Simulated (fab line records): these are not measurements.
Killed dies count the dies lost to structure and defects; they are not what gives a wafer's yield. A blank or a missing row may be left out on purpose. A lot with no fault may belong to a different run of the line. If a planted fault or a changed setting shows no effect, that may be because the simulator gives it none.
One fault seen from 2 desks + flow sky130 + each desk holds nothing but its own numbers, with what lay behind them at the end

## TOOL OWNER'S DESK, implanter-02
The tool's own readings at SKY_VT_ADJUST_HVTP_IMPLANT_09: means of the sampled wafers that have a number, for each lot that ran on this tool. Any lot whose mean is over 4 standard deviations away from the usual mean is out of limits and marked OUT; that distance is given in the brackets.
Columns: A = beam_energy_keV at SKY_VT_ADJUST_HVTP_IMPLANT_09, usual 150.01
| lot  | first seen here | A                        |
|------|-----------------|--------------------------|
| L252 | day 7 17:44     | 149.98                   |
| L258 | day 9 04:05     | 159.87 (+99 or more) OUT |
| L259 | day 9 14:11     | 159.85 (+99 or more) OUT |
Finding of this desk: L258, L259 out of limits; the first was L258 at day 9 04:05, on beam_energy_keV at SKY_VT_ADJUST_HVTP_IMPLANT_09. L252 stayed within limits.

## METROLOGY DESK
What the gauges read for every lot (on any tool): the sampled wafers with a number, averaged. Any lot whose mean is over 4 standard deviations away from the usual mean is out of limits and marked OUT; that distance is given in the brackets.
Columns: A = NWELL_RS at SKY_NWELL_RS_MEAS_29, usual 625.6 ohm/sq; B = PWDE_RS at SKY_NWELL_RS_MEAS_31, usual 5286 ohm/sq; C = cd_nm at SKY_VT_ADJUST_HVTP_CD_MEAS_07, usual 380.5 nm; D = VT_ADJUST_HVTP_OVL at SKY_VT_ADJUST_HVTP_OVL_MEAS_08, usual -0.3 nm
| lot  | first seen here | A     | B    | C     | D    |
|------|-----------------|-------|------|-------|------|
| L252 | day 6 21:19     | 621.2 | 5271 | 384.8 | 0.6  |
| L258 | day 8 06:37     | 625.2 | 5280 | 381.1 | 0.7  |
| L259 | day 8 16:28     | 625.0 | 5267 | 378.1 | 0.1  |
| L260 | day 9 00:44     | 622.6 | 5270 | 381.8 | -1.3 |
| L264 | day 10 00:31    | 625.6 | 5274 | 382.8 | -0.9 |
| L267 | day 10 11:44    | 626.6 | 5277 | 382.7 | -1.2 |
Finding of this desk: none of the 6 lots has anything out of limits.

## ALL TOGETHER
The tool owner's desk had the chance to raise an alarm at day 9 04:05 on L258, L259.
Metrology desk: nothing out of limits seen.
The metrology desk has L258, L259 on record, within its limits.
The lots listed all ran SKY_VT_ADJUST_HVTP_IMPLANT_09 on implanter-02.

## WHAT THE SIMULATOR PUT IN
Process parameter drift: implanter-02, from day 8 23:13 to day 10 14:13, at SKY_VT_ADJUST_HVTP_IMPLANT_09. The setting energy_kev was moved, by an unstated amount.
Shown lots that were struck: L258, L259.
How many hours passed from the start of the fault until each desk's first out-of-limits reading: the tool owner's desk, 5.
